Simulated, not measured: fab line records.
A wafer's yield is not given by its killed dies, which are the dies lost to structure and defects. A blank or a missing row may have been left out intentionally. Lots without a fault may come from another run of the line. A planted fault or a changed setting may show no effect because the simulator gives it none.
Chamber matching || flow gf180mcu || GF_POLY_GATE_ETCH_13 on rie_si-02: 4 sister chambers
The step etches poly-Si in HBr/Cl2, stops on SiO2, target depth 198.5 nm, time 69.6 s. 16 wafers are shown with their chamber, then 8 later ones without.

## WAFERS WITH THEIR CHAMBER
{"wafer": "L300.1", "chamber": 1, "drypump_motor_current_A (A)": 6.0, "oes_product_au (a.u.)": 0.974, "bias_w (W)": 99.61}
{"wafer": "L300.3", "chamber": 0, "drypump_motor_current_A (A)": 6.6, "oes_product_au (a.u.)": 0.996, "bias_w (W)": 100.30}
{"wafer": "L300.4", "chamber": 2, "drypump_motor_current_A (A)": 5.1, "oes_product_au (a.u.)": 0.983, "bias_w (W)": 100.08}
{"wafer": "L302.1", "chamber": 2, "drypump_motor_current_A (A)": 5.1, "oes_product_au (a.u.)": 0.980, "bias_w (W)": 100.10}
{"wafer": "L302.2", "chamber": 3, "drypump_motor_current_A (A)": 5.6, "oes_product_au (a.u.)": 0.999, "bias_w (W)": 100.34}
{"wafer": "L302.5", "chamber": 0, "drypump_motor_current_A (A)": 6.5, "oes_product_au (a.u.)": 0.996, "bias_w (W)": 99.56}
{"wafer": "L303.4", "chamber": 2, "drypump_motor_current_A (A)": 5.1, "oes_product_au (a.u.)": 0.983, "bias_w (W)": 100.04}
{"wafer": "L303.5", "chamber": 2, "drypump_motor_current_A (A)": 5.1, "oes_product_au (a.u.)": 0.978, "bias_w (W)": 100.29}
{"wafer": "L303.6", "chamber": 1, "drypump_motor_current_A (A)": 6.0, "oes_product_au (a.u.)": 0.970, "bias_w (W)": 100.29}
{"wafer": "L305.3", "chamber": 0, "drypump_motor_current_A (A)": 6.5, "oes_product_au (a.u.)": 1.010, "bias_w (W)": 100.34}
{"wafer": "L305.4", "chamber": 3, "drypump_motor_current_A (A)": 5.6, "oes_product_au (a.u.)": 0.995, "bias_w (W)": 99.76}
{"wafer": "L305.6", "chamber": 0, "drypump_motor_current_A (A)": 6.6, "oes_product_au (a.u.)": 0.993, "bias_w (W)": 100.33}
{"wafer": "L315.1", "chamber": 3, "drypump_motor_current_A (A)": 5.6, "oes_product_au (a.u.)": 0.992, "bias_w (W)": 100.27}
{"wafer": "L315.3", "chamber": 2, "drypump_motor_current_A (A)": 5.1, "oes_product_au (a.u.)": 0.985, "bias_w (W)": 100.00}
{"wafer": "L315.4", "chamber": 0, "drypump_motor_current_A (A)": 6.6, "oes_product_au (a.u.)": 0.995, "bias_w (W)": 100.05}
{"wafer": "L318.1", "chamber": 2, "drypump_motor_current_A (A)": 5.1, "oes_product_au (a.u.)": 0.991, "bias_w (W)": 100.16}

SIGNATURES (means of the wafers above)
{"reading": "drypump_motor_current_A", "chamber 0": 6.560, "chamber 1": 6.000, "chamber 2": 5.100, "chamber 3": 5.600, "scatter within a chamber": 0.0316}
{"reading": "oes_product_au", "chamber 0": 0.99800, "chamber 1": 0.97200, "chamber 2": 0.98333, "chamber 3": 0.99533, "scatter within a chamber": 0.00516}
{"reading": "bias_w", "chamber 0": 100.1160, "chamber 1": 99.9500, "chamber 2": 100.1117, "chamber 3": 100.1233, "scatter within a chamber": 0.278}
Rule: a wafer's distance from a chamber is the root of the sum, over the readings, of the square of ((its reading less the chamber's mean) divided by the reading's scatter). If the next closest chamber is less than 2 further off than the closest, the wafer can't be placed; otherwise it belongs to the closest. The scatter is the square root of a quotient: the sum, over the shown wafers, of each reading's squared deviation from its chamber's mean, divided by wafers minus chambers.

## WAFERS WITH NO CHAMBER GIVEN
{"wafer": "L318.2", "drypump_motor_current_A (A)": 6.5, "oes_product_au (a.u.)": 0.989, "bias_w (W)": 100.05}
{"wafer": "L318.3", "drypump_motor_current_A (A)": 5.6, "oes_product_au (a.u.)": 0.996, "bias_w (W)": 99.95}
{"wafer": "L319.1", "drypump_motor_current_A (A)": 6.6, "oes_product_au (a.u.)": 0.994, "bias_w (W)": 99.49}
{"wafer": "L319.2", "drypump_motor_current_A (A)": 5.1, "oes_product_au (a.u.)": 0.998, "bias_w (W)": 100.42}
{"wafer": "L319.5", "drypump_motor_current_A (A)": 5.1, "oes_product_au (a.u.)": 0.994, "bias_w (W)": 100.11}
{"wafer": "L320.2", "drypump_motor_current_A (A)": 6.0, "oes_product_au (a.u.)": 0.980, "bias_w (W)": 100.18}
{"wafer": "L320.3", "drypump_motor_current_A (A)": 6.6, "oes_product_au (a.u.)": 0.987, "bias_w (W)": 100.24}
{"wafer": "L320.5", "drypump_motor_current_A (A)": 6.6, "oes_product_au (a.u.)": 0.994, "bias_w (W)": 99.69}

## WHICH CHAMBER EACH ONE RAN IN
{"wafer": "L318.2", "from the rows above": 0, "in truth": 0}
{"wafer": "L318.3", "from the rows above": 3, "in truth": 3}
{"wafer": "L319.1", "from the rows above": 0, "in truth": 0}
{"wafer": "L319.2", "from the rows above": 2, "in truth": 2}
{"wafer": "L319.5", "from the rows above": 2, "in truth": 2}
{"wafer": "L320.2", "from the rows above": 1, "in truth": 1}
{"wafer": "L320.3", "from the rows above": 0, "in truth": 0}
{"wafer": "L320.5", "from the rows above": 0, "in truth": 0}
8 of 8 placed correctly. Number that these rows cannot place: 0. Wrongly placed: 0.
